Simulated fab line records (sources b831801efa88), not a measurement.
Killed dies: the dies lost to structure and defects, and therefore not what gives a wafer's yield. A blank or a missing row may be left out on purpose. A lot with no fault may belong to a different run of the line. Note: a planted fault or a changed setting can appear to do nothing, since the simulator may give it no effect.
Chamber matching + flow gf180mcu + cmp-01 running GF_CONTACT_CMP_04: 4 sister chambers
The step polishes SiO2. 14 wafers are shown with their chamber, then 7 later ones without.

WAFERS, EACH WITH ITS CHAMBER
| wafer  | chamber | timeToEndpointS (s) | motorCurrentA (A) | headPressurePsi (psi) |
|--------|---------|---------------------|-------------------|-----------------------|
| L256.2 | 1       | 103                 | 11.0              | 3.992                 |
| L256.3 | 0       | 106                 | 11.3              | 4.001                 |
| L256.5 | 0       | 113                 | 11.3              | 4.008                 |
| L268.3 | 3       | 100                 | 12.1              | 4.004                 |
| L268.4 | 1       | 100                 | 11.5              | 4.000                 |
| L268.6 | 3       | 108                 | 11.4              | 4.009                 |
| L269.1 | 3       | 106                 | 12.8              | 3.997                 |
| L269.5 | 2       | 117                 | 11.7              | 3.990                 |
| L269.6 | 3       | 108                 | 12.1              | 3.991                 |
| L270.1 | 1       | 101                 | 11.7              | 3.988                 |
| L270.5 | 1       | 107                 | 11.1              | 4.001                 |
| L270.6 | 2       | 114                 | 11.1              | 4.000                 |
| L271.2 | 0       | 110                 | 12.2              | 4.006                 |
| L271.3 | 1       | 112                 | 11.5              | 4.001                 |

SIGNATURES (averages over the wafers above)
| reading         | chamber 0 | chamber 1 | chamber 2 | chamber 3 | scatter within a chamber |
|-----------------|-----------|-----------|-----------|-----------|--------------------------|
| timeToEndpointS | 109.67    | 104.60    | 115.50    | 105.50    | 4.12                     |
| motorCurrentA   | 11.600    | 11.360    | 11.400    | 12.100    | 0.453                    |
| headPressurePsi | 4.00500   | 3.99640   | 3.99500   | 4.00025   | 0.00639                  |
Rule: a wafer lies at a distance from a chamber equal to the root of the sum of squares, over the readings, of (its reading less the chamber's mean, divided by the reading's scatter). The wafer belongs to the nearest chamber; if the next one is less than 2 further off, it can't be placed. How the scatter is found: for the shown wafers, subtract from each reading the mean of its chamber, square and add these, divide the total by (wafers less chambers), then take the root.

WAFERS WHOSE CHAMBER IS MISSING
| wafer  | timeToEndpointS (s) | motorCurrentA (A) | headPressurePsi (psi) |
|--------|---------------------|-------------------|-----------------------|
| L271.5 | 122                 | 12.5              | 4.002                 |
| L275.1 | 101                 | 11.5              | 4.007                 |
| L275.4 | 105                 | 12.7              | 4.004                 |
| L275.6 | 111                 | 12.1              | 3.999                 |
| L276.2 | 96                  | 11.5              | 3.999                 |
| L276.3 | 101                 | 12.1              | 4.007                 |
| L276.6 | 106                 | 12.0              | 4.003                 |

WHICH CHAMBER EACH WENT THROUGH
| wafer  | from the rows above               | in truth |
|--------|-----------------------------------|----------|
| L271.5 | can't be placed: 2 or 0 or 3 or 1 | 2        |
| L275.1 | can't be placed: 1 or 3 or 0      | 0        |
| L275.4 | can't be placed: 3 or 0 or 1      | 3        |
| L275.6 | can't be placed: 3 or 0 or 2 or 1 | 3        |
| L276.2 | can't be placed: 1 or 3 or 0      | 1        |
| L276.3 | can't be placed: 3 or 0 or 1      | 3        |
| L276.6 | can't be placed: 3 or 0 or 1      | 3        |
Placed correctly: 0 of 7. Unplaceable from these rows: 7, with the true chamber sitting among the candidates in 7. Placed wrongly: 0.
